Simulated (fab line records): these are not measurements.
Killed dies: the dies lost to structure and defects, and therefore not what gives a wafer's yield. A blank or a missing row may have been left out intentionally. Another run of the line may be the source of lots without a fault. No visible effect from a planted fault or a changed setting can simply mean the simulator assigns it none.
fab line records	flow sky130
record: lots: 15	wafers: 45	last-day: 50
route steps=708 shown PWDE@49 SPACER@306 LI_CONTACT@374 LOCAL_INTERCONNECT@387
lots that met no fault: from a run of the same line without faults
start-h: hours from the record's opening day to when the first of the lot's shown wafers began	wait-h: how many hours have passed since the lot's step before this one	" repeats the value in the row above	L1.1+2: several wafers, shown together as one row	- value missing, or start not given	* or withheld: withheld	< > ~ a bound
route shown NAME@n: names a module that has steps shown in the file, with the first one's number in the route	usual: mean/standard deviation of fault-free wafers	same: alike in all rows	chamber/n: place in a boat	sites: per-site readings	_std_site: the values' standard deviation	_edge_site: outer sites' mean less inner sites'	radius-mm: for every site, how far away it sits from the centre of the wafer	mask NAME#n: copy n	behind: the most recent tool/chamber to have shaped the wafer	hold: what put the lot on hold/how long, in hours/how the hold closed	device: whichever transistor did not switch (one of n, p or np)	end of line: tests run on the same wafers once the route is complete	for a step that has no rows: nothing shown but its recipe	killed: dies lost to structure and defects at the first sort, not the wafer's yield	map: per-die view of a wafer (x killed, . not killed, _ where there is no die)
set.NAME: the setting the step ran with; set.NAME@STEP: the setting that earlier step ran with	model.NAME: the simulator's own value behind a step, which no gauge read
steps of the route over a sample of lots; a table a step, a row a wafer
services: a tool's chamber out of use, with start hour (start-h, from the record's first day; less than 0 if before it), hours out, and reason
== steps ==
step: SKY_PWDE_EXPOSE_04
recipe: mask-id: PWDEM	na: 0.6	source-shape: conventional	sigma-outer: 0.6	polarization: unpolarized	target-cd-nm: 840	dose-mj: 214
usual: exposure-dose-mJ-cm2: 213.97/0.19	focus-offset-nm: -0.1/0.56	sigma-outer: 0.6/0
lot.wafer	tool	chamber	start-h	wait-h	mask	exposure-dose-mJ-cm2	focus-offset-nm	sigma-outer
L139.2	iline-stepper-02	0	61.01	-	PWDEM#0	213.92	0.0	0.6
L139.3	"	0	"	"	PWDEM#0	213.86	-0.3	0.6
L139.6	"	0	"	"	PWDEM#0	214.03	-1.0	0.6
L141.1	iline-stepper-01	0	72.36	-	PWDEM#0	214.03	-0.2	0.6
L141.2	"	0	"	"	PWDEM#0	213.78	-1.0	0.6
L141.5	"	0	"	"	PWDEM#0	213.62	-0.9	0.6
L144.1	iline-stepper-02	0	93.29	-	PWDEM#0	214.19	-0.3	0.6
L144.2	"	0	"	"	PWDEM#0	214.14	-0.5	0.6
L144.5	"	0	"	"	PWDEM#0	214.26	0.5	0.6
L145.1	iline-stepper-02	0	98.16	-	PWDEM#0	213.78	-0.1	0.6
L145.4	"	0	"	"	PWDEM#0	214.02	-0.1	0.6
L145.6	"	0	"	"	PWDEM#0	214.08	-0.8	0.6
L146.1	iline-stepper-01	0	99.89	-	PWDEM#0	214.15	0.9	0.6
L146.2	"	0	"	"	PWDEM#0	214.26	0.6	0.6
L146.4	"	0	"	"	PWDEM#0	213.70	0.3	0.6
L147.1	iline-stepper-01	0	105.32	-	PWDEM#0	213.86	-0.1	0.6
L147.2	"	0	"	"	PWDEM#0	214.32	-0.1	0.6
L147.5	"	0	"	"	PWDEM#0	213.93	0.1	0.6
L149.3	iline-stepper-01	0	116.33	-	PWDEM#0	214.10	0.9	0.6
L149.4	"	0	"	"	PWDEM#0	213.90	-0.6	0.6
L149.6	"	0	"	"	PWDEM#0	213.71	-0.1	0.6
L148.1	iline-stepper-02	-	116.89	-	PWDEM#0	-	-	-
L148.3	"	-	"	"	PWDEM#0	-	-	-
L148.5	"	-	"	"	PWDEM#0	-	-	-
L150.3	iline-stepper-01	-	121.58	-	PWDEM#0	-	-	-
L150.5	"	-	"	"	PWDEM#0	-	-	-
L150.6	"	-	"	"	PWDEM#0	-	-	-
L151.1	iline-stepper-01	-	126.27	-	PWDEM#0	-	-	-
L151.2	"	-	"	"	PWDEM#0	-	-	-
L151.3	"	-	"	"	PWDEM#0	-	-	-
L152.2	iline-stepper-01	0	130.19	-	PWDEM#0	214.16	0.2	0.6
L152.5	"	0	"	"	PWDEM#0	214.22	-0.5	0.6
L152.6	"	0	"	"	PWDEM#0	213.86	0.6	0.6
L159.2	iline-stepper-01	0	169.54	-	PWDEM#0	214.15	-0.8	0.6
L159.4	"	0	"	"	PWDEM#0	214.05	0.6	0.6
L159.5	"	0	"	"	PWDEM#0	214.07	-0.1	0.6
L160.1	iline-stepper-02	0	174.21	-	PWDEM#0	214.12	0.6	0.6
L160.3	"	0	"	"	PWDEM#0	213.86	0.3	0.6
L160.5	"	0	"	"	PWDEM#0	213.97	0.3	0.6
L161.1	iline-stepper-02	0	180.14	-	PWDEM#0	214.07	0.3	0.6
L161.3	"	0	"	"	PWDEM#0	213.97	-1.0	0.6
L161.5	"	0	"	"	PWDEM#0	213.68	-0.5	0.6
L162.1	iline-stepper-01	0	190.56	-	PWDEM#0	213.95	-0.1	0.6
L162.3	"	0	"	"	PWDEM#0	214.28	-0.5	0.6
L162.4	"	0	"	"	PWDEM#0	213.89	-0.5	0.6
step: SKY_SPACER_ETCHBACK_02
recipe: chemistry: CH3F/O2	target: Si3N4	stop-on: SiO2	source-w: 400	bias-w: 80	pressure-mtorr: 25	ch3f-flow-sccm: 40	O2_flow_sccm: 30	time-s: 46.7	target-depth-a: 450
usual: drypump-motor-current-A: 5.6/0.53	oes-product-au: 0.855/0.0064	throttle-valve-pct: 10.562/0.0093
lot.wafer	tool	chamber	start-h	wait-h	drypump-motor-current-A	oes-product-au	rf-hours-counter-h	throttle-valve-pct
L139.2	rie-diel-02	1	526.03	0.0	5.5	0.853	5	10.570
L139.3	"	0	"	"	6.6	0.845	3	10.558
L139.6	"	3	"	"	5.8	0.838	-	10.556
L141.1	rie-diel-04	1	531.40	0.1	5.6	0.850	1	10.566
L141.2	"	0	"	"	4.9	0.862	11	10.587
L141.5	"	0	"	"	4.9	0.850	-	10.550
L144.1	rie-diel-01	2	573.35	0.1	5.9	0.856	4	10.555
L144.2	"	1	"	"	5.7	0.855	12	10.548
L144.5	"	2	"	"	5.9	0.859	-	10.567
L145.1	rie-diel-01	0	642.93	0.1	5.5	0.859	3	10.554
L145.4	"	1	"	"	5.7	0.857	13	10.567
L145.6	"	0	"	"	5.5	0.860	-	10.560
L147.1	rie-diel-02	1	642.93	0.1	5.5	0.856	7	10.569
L147.2	"	2	"	"	4.8	0.866	11	10.571
L147.5	"	3	"	"	5.8	0.858	-	10.550
L149.3	rie-diel-04	3	642.93	0.0	5.3	0.854	11	10.577
L149.4	"	1	"	"	5.6	0.856	4	10.561
L149.6	"	0	"	"	4.8	0.856	-	10.547
L146.1	rie-diel-01	0	645.49	0.1	5.5	0.849	3	10.558
L146.2	"	3	"	"	5.3	0.856	6	10.573
L146.4	"	1	"	"	5.7	0.850	13	10.552
L150.3	rie-diel-04	2	645.49	0.0	6.4	0.845	11	10.557
L150.5	"	0	"	"	4.8	0.851	-	10.574
L150.6	"	3	"	"	5.3	0.847	-	10.558
L148.1	rie-diel-02	3	645.53	0.1	5.8	0.854	10	10.572
L148.3	"	1	"	"	5.5	0.849	7	10.548
L148.5	"	1	"	"	5.5	0.853	-	10.559
L151.1	rie-diel-04	3	645.55	0.1	5.3	0.854	11	10.558
L151.2	"	0	"	"	4.8	0.867	13	10.557
L151.3	"	1	"	"	5.6	0.861	4	10.568
L152.2	rie-diel-01	0	645.55	0.0	5.5	0.846	3	10.574
L152.5	"	0	"	"	5.5	0.850	-	10.575
L152.6	"	1	"	"	5.7	0.867	-	10.565
L159.2	rie-diel-02	2	686.78	0.0	4.8	0.867	12	10.563
L159.4	"	3	"	"	5.8	0.858	12	10.559
L159.5	"	1	"	"	5.5	0.863	-	10.551
L160.1	rie-diel-01	0	693.72	0.1	5.5	0.855	4	10.561
L160.3	"	3	"	"	5.3	0.851	7	10.562
L160.5	"	0	"	"	5.5	0.854	-	10.562
L161.1	rie-diel-04	1	731.49	0.1	5.6	0.866	5	10.566
L161.3	"	2	"	"	6.3	0.856	13	10.557
L161.5	"	0	"	"	4.8	0.859	-	10.571
L162.1	rie-diel-02	3	731.49	0.1	5.8	0.854	13	10.559
L162.3	"	0	"	"	6.5	0.849	8	10.572
L162.4	"	2	"	"	4.8	0.862	13	10.555
step: SKY_LI_CONTACT_CD_MEAS_12
recipe: target-cd-nm: 170
usual: cd-nm: 169.6/1.7
lot.wafer	tool	chamber	start-h	wait-h	cd-nm
L139.2	cd-sem-02	-	674.60	-	168.8
L139.3	"	-	"	"	167.6
L139.6	"	-	"	"	167.5
L141.1	cd-sem-02	-	679.50	-	171.7
L141.2	"	-	"	"	170.7
L141.5	"	-	"	"	172.6
L144.1	cd-sem-02	-	717.32	-	171.4
L144.2	"	-	"	"	170.2
L144.5	"	-	"	"	170.3
L147.1	cd-sem-01	-	781.09	-	168.8
L147.2	"	-	"	"	171.3
L147.5	"	-	"	"	168.6
L149.3	cd-sem-02	-	781.11	-	169.1
L149.4	"	-	"	"	168.8
L149.6	"	-	"	"	169.4
L145.1	cd-sem-01	-	782.02	-	169.8
L145.4	"	-	"	"	169.8
L145.6	"	-	"	"	169.8
L146.1	cd-sem-02	-	783.75	-	169.5
L146.2	"	-	"	"	169.4
L146.4	"	-	"	"	169.1
L150.3	cd-sem-02	-	784.49	-	168.9
L150.5	"	-	"	"	168.0
L150.6	"	-	"	"	166.4
L152.2	cd-sem-02	-	785.12	-	169.4
L152.5	"	-	"	"	168.8
L152.6	"	-	"	"	168.6
L151.1	cd-sem-01	-	786.05	-	171.4
L151.2	"	-	"	"	172.3
L151.3	"	-	"	"	171.4
L148.1	cd-sem-02	-	787.35	-	169.6
L148.3	"	-	"	"	169.6
L148.5	"	-	"	"	169.1
L159.2	cd-sem-02	-	822.70	-	171.2
L159.4	"	-	"	"	169.6
L159.5	"	-	"	"	169.0
L160.1	cd-sem-02	-	829.34	-	171.5
L160.3	"	-	"	"	170.4
L160.5	"	-	"	"	170.2
L161.1	cd-sem-02	-	866.34	-	170.3
L161.3	"	-	"	"	170.4
L161.5	"	-	"	"	169.3
L162.1	cd-sem-02	-	866.67	-	169.4
L162.3	"	-	"	"	167.9
L162.4	"	-	"	"	168.2
step: SKY_LOCAL_INTERCONNECT_SPUTTER_00
recipe: material: TiN	target-thk-nm: 100	temp-c: 300	power-w: 6500	time-s: 83.3	chamber-pressure-pa: 0.4
usual: throttle-valve-pct: 30.3/1
lot.wafer	tool	chamber	start-h	wait-h	throttle-valve-pct
L139.2	pvd-sputter-03	-	675.90	0.1	30.4
L139.3	"	-	"	"	32.1
L139.6	"	-	"	"	29.1
L141.1	pvd-sputter-04	-	680.95	0.2	31.4
L141.2	"	-	"	"	30.2
L141.5	"	-	"	"	29.8
L144.1	pvd-sputter-03	-	718.64	0.2	31.0
L144.2	"	-	"	"	32.1
L144.5	"	-	"	"	32.1
L147.1	pvd-sputter-04	-	782.41	0.1	30.4
L147.2	"	-	"	"	29.6
L147.5	"	-	"	"	31.3
L149.3	pvd-sputter-03	-	782.56	0.1	31.0
L149.4	"	-	"	"	29.4
L149.6	"	-	"	"	30.6
L145.1	pvd-sputter-04	-	783.34	0.1	30.6
L145.4	"	-	"	"	30.5
L145.6	"	-	"	"	29.7
L146.1	pvd-sputter-03	-	785.23	0.1	32.0
L146.2	"	-	"	"	31.2
L146.4	"	-	"	"	29.3
L150.3	pvd-sputter-04	-	786.06	0.2	30.3
L150.5	"	-	"	"	30.8
L150.6	"	-	"	"	31.3
L152.2	pvd-sputter-03	-	786.42	0.1	32.1
L152.5	"	-	"	"	32.1
L152.6	"	-	"	"	30.6
L151.1	pvd-sputter-02	-	787.37	0.2	28.3
L151.2	"	-	"	"	29.4
L151.3	"	-	"	"	28.8
L148.1	pvd-sputter-02	-	788.71	0.3	29.5
L148.3	"	-	"	"	29.3
L148.5	"	-	"	"	28.8
L159.2	pvd-sputter-02	-	824.00	0.1	28.9
L159.4	"	-	"	"	29.1
L159.5	"	-	"	"	29.4
L160.1	pvd-sputter-03	-	830.66	0.2	31.1
L160.3	"	-	"	"	29.1
L160.5	"	-	"	"	29.3
L161.1	pvd-sputter-02	-	867.67	0.1	28.6
L161.3	"	-	"	"	29.4
L161.5	"	-	"	"	28.3
L162.1	pvd-sputter-03	-	867.99	0.2	32.2
L162.3	"	-	"	"	30.9
L162.4	"	-	"	"	29.6
== services ==
tool	chamber	start-h	hours	kind
pvd-sputter-03	-	38.36	1.3	repair
iline-stepper-01	-	61.65	1.7	pm
iline-stepper-02	-	67.99	2.1	pm
pvd-sputter-03	-	81.28	5.2	repair
iline-stepper-02	-	198.47	1.9	repair
iline-stepper-02	-	208.81	1.7	pm
pvd-sputter-03	-	218.14	12.3	repair
iline-stepper-01	-	245.86	2.1	pm
iline-stepper-02	-	274.25	2.5	repair
iline-stepper-01	-	279.83	1.7	pm
iline-stepper-01	-	341.28	4.4	pm
pvd-sputter-03	-	380.32	11.8	repair
iline-stepper-02	-	427.11	1.7	pm
pvd-sputter-03	-	459.26	4.9	repair
iline-stepper-01	-	498.01	1.7	pm
pvd-sputter-03	-	521.36	2.9	repair
iline-stepper-01	-	587.43	8.9	pm
iline-stepper-02	-	645.17	1.7	pm
pvd-sputter-03	-	649.21	0.8	repair
iline-stepper-01	-	704.73	4.3	pm
iline-stepper-02	-	710.03	4.4	pm
iline-stepper-01	-	716.19	1.7	pm
iline-stepper-01	-	805.66	4.8	repair
pvd-sputter-03	-	827.79	2.2	repair
== key ==
first-sign: step: SKY_PWDE_EXPOSE_04	reading: tool-record	direction: missing
effect none on later readings
met-at SKY_PWDE_EXPOSE_04
struck-lots L148,L150,L151
sort-left-out L148.1,L148.3,L148.5,L150.3,L150.5,L150.6,L151.1,L151.2,L151.3
tester-left-out L148,L150,L151
not-acting-at SKY_SPACER_ETCHBACK_02,SKY_LI_CONTACT_CD_MEAS_12,SKY_LOCAL_INTERCONNECT_SPUTTER_00
onset-between 116.33 116.89
fault: kind: skipped-step-whole	tool: iline-stepper-01,iline-stepper-02	chamber: -	onset-h: 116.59	steps: SKY_PWDE_EXPOSE_04	scope: struck-lots-only
tester-left-out: of these lots the tester's yield and bins aren't shown, on N5 and GAA mostly nor the transistor test; their killed dies are dies lost to structure and defects alone, not to doping, threshold or leakage, so they don't give the yield
sort-left-out: the simulated sort isn't trusted on such a fault, so these wafers' sort isn't shown, and their yield isn't known
